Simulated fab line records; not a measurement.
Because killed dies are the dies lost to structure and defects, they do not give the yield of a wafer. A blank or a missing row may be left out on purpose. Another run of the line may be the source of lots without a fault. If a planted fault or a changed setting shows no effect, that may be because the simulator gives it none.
Which tool did it?	flow sfq_line	Sampling: 7 lots, 21 wafers, 3 of 325 route steps

WHAT THE GAUGES READ, wafer by wafer
SFQ_M1_RS_MEAS_909: measurement is done with a four-point probe.
lot	measured	on	M1_NB_RS (ohm/sq)
L911	day 13 10:08	film_metro-01	0.871 0.863 0.894
L914	day 14 17:06	film_metro-02	0.871 0.887 0.868
L917	day 15 08:51	film_metro-04	0.883 0.879 0.887
L919	day 15 18:51	film_metro-01	0.873 0.876 0.881
L923	day 17 06:34	film_metro-04	0.906 0.895 0.898
L928	day 25 19:52	film_metro-04	0.901 0.598 0.878
L930	day 26 07:38	film_metro-02	0.902 0.901 0.894

EACH LOT AND THE TOOL THAT RAN IT (in order: tool; ch and the chambers of the sampled wafers; start)
lot	SFQ_TRILAYER_L0_BARC_OPEN_METAL_ETCH_010	SFQ_TRILAYER_M1_DEP_SPUTTER_037
L911	rie_metal-04 ch 0,1, day 5 02:35	pvd_sputter-04, day 13 10:01
L914	rie_metal-04 ch 0, day 5 21:48	pvd_sputter-04, day 14 16:59
L917	rie_metal-04 ch 0,1, day 6 15:48	pvd_sputter-03, day 15 08:43
L919	rie_metal-03 ch 0, day 7 01:40	pvd_sputter-03, day 15 18:46
L923	rie_metal-03 ch 0,1, day 7 22:04	pvd_sputter-05, day 17 06:29
L928	rie_metal-03 ch 0,1, day 8 23:16	pvd_sputter-04, day 25 19:46
L930	rie_metal-02 ch 1, day 9 09:52	pvd_sputter-05, day 26 07:33
- SFQ_TRILAYER_L0_BARC_OPEN_METAL_ETCH_010: etches BARC in O2, target depth 125 nm, time 41.7 s.
- SFQ_TRILAYER_M1_DEP_SPUTTER_037: material Nb, target thk 200 nm, time 133.3 s.

THE ANSWER, worked out from the rows above alone
Rule: the usual values come from the lots themselves. The widest of any qualifying gaps counts: lots, ordered by their means at a reading, are off when they make up no more than a third of the lots, leave a main group of 4 or more, and stand apart from it by 3 or more times the standard deviation of that group's means. A main group is skipped when, at the precision printed for the reading in the tables above, its means are all equal. A lot without any number at a reading at which 4 lots or more have one is off too. The other lots that the step has rows for count as sound.
Off: L928, seen at SFQ_M1_RS_MEAS_909 (M1_NB_RS). The main group has a mean of 0.885 ohm/sq with a standard deviation of 0.01.
A tool fits if, at a process step before that reading, it ran every lot that is off, and no sound lot after the first of them. The gauges at SFQ_M1_RS_MEAS_909 are tried like those tools. Can't be told from this: 3 tools fit, rie_metal-03 at SFQ_TRILAYER_L0_BARC_OPEN_METAL_ETCH_010, pvd_sputter-04 at SFQ_TRILAYER_M1_DEP_SPUTTER_037, film_metro-04 at SFQ_M1_RS_MEAS_909.

WHAT HAD BEEN PUT IN BY THE SIMULATOR
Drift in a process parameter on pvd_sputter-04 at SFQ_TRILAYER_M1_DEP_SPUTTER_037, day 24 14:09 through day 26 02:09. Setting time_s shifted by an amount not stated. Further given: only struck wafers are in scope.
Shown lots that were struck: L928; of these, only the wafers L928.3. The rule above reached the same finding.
